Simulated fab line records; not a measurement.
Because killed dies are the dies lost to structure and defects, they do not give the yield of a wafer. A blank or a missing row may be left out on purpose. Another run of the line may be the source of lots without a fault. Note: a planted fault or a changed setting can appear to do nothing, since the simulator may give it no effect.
8D (eight disciplines) problem report, filled in by code | flow gf180mcu | the parts of the form that need people (team, actions taken, sign-off) are left out

== 1. THE PROBLEM ==
Wafers free of any fault read 0.328 ohm/sq (standard deviation 0.005) for V3_W_RS at GF_V3_RS_MEAS_24, against a mean of 0.293 ohm/sq on 6 wafers of 2 lots. That puts it -7.0 standard deviations away from the usual mean.
The step: measures by four-point-probe.
Seen first at day 29 04:40 on film_metro-03, wafer L309.2. The record has a number at this step for 36 wafers belonging to 12 lots. By rule, "out" or "out of limits" means more than 4 standard deviations away from the usual mean. Any other wafer with a number is counted as sound.

== 2. WHAT THIS IS AND IS NOT ==
question                    | is                     | is not
which readings at this step | V3_W_RS                | -
which lots                  | L309, L311             | L288, L289, L290, L292, L293, L295, L296, L301, L302, L304
which wafers of those lots  | all that have a number | -
read on which gauges        | film_metro-03          | film_metro-02, film_metro-04
when                        | from day 29 04:40      | up to then (30 sound wafers)

== 3. THE SUSPECTS, EACH WITH WHAT RULES IT OUT ==
Counting: any tool at a process step up to the reading is kept as a suspect provided that every lot that is out went through it and no sound lot did after the first of them.
- ruled out: the gauge at GF_V3_RS_MEAS_24. All the wafers that are out were read on film_metro-03, but those of them that GF_V3_CVD_23 has rows for are out there too, on other tools.
- cvd_w-01 at GF_V3_CVD_23 (deposits W, target thk 350 nm, time 104.9 s): kept. It ran every lot that is out, first L309 (day 29 04:31), and no sound lot after that; its last sound lot up to then is L301 (day 26 22:30). On those wafers its own readings are out: susceptor_temp_C.
The count leaves cvd_w-01 at GF_V3_CVD_23.

== 4. THE CAUSE (what the simulator had put in) ==
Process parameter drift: cvd_w-01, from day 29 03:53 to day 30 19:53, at GF_V3_CVD_23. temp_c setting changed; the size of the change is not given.
After counting, this tool was the only one left.

== 5. THE CHAIN OF EFFECTS, in route order ==
Rows list readings where the struck wafers' mean (over those with a number) sits beyond 3 standard deviations from the usual. Scope: only readings with a usual standard deviation given in the record; hours: median across lots of the time from each lot's start at the first step in this table that gives one to its start at this step; sigmas: change in usual standard deviations.
hours | step              | reading          | usual        | on struck wafers | change | sigmas
0     | GF_V3_CVD_23      | susceptor_temp_C | 400.02 C     | 405.94           | +5.92  | +27
0     | GF_V3_RS_MEAS_24  | V3_W_RS          | 0.328 ohm/sq | 0.293            | -0.035 | -7.0
0     | GF_V3_THK_MEAS_25 | V3_W_THK         | 355 nm       | 400              | +44    | +7.8
Process steps it contains:
- GF_V3_CVD_23: deposits W, target thk 350 nm, time 104.9 s.
At these later measuring or inspecting steps, every struck wafer for which the step has a row has a number for every such reading, and none has moved that far: GF_M4_RS_MEAS_05.

== 6. HOW IT WOULD HAVE BEEN CAUGHT EARLIER ==
In this record the first reading out of limits at a measuring or inspecting step was taken at day 29 04:40, 1 hour after the fault began at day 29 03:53.
Tool's own readings at GF_V3_CVD_23, susceptor_temp_C: out on all struck wafers the step has rows for; an alarm limit on them would have tripped on the first.
L311, from the lots that are out (2), started GF_V3_CVD_23 on cvd_w-01 later than day 29 04:40. Holding the tool at that time would have saved it.
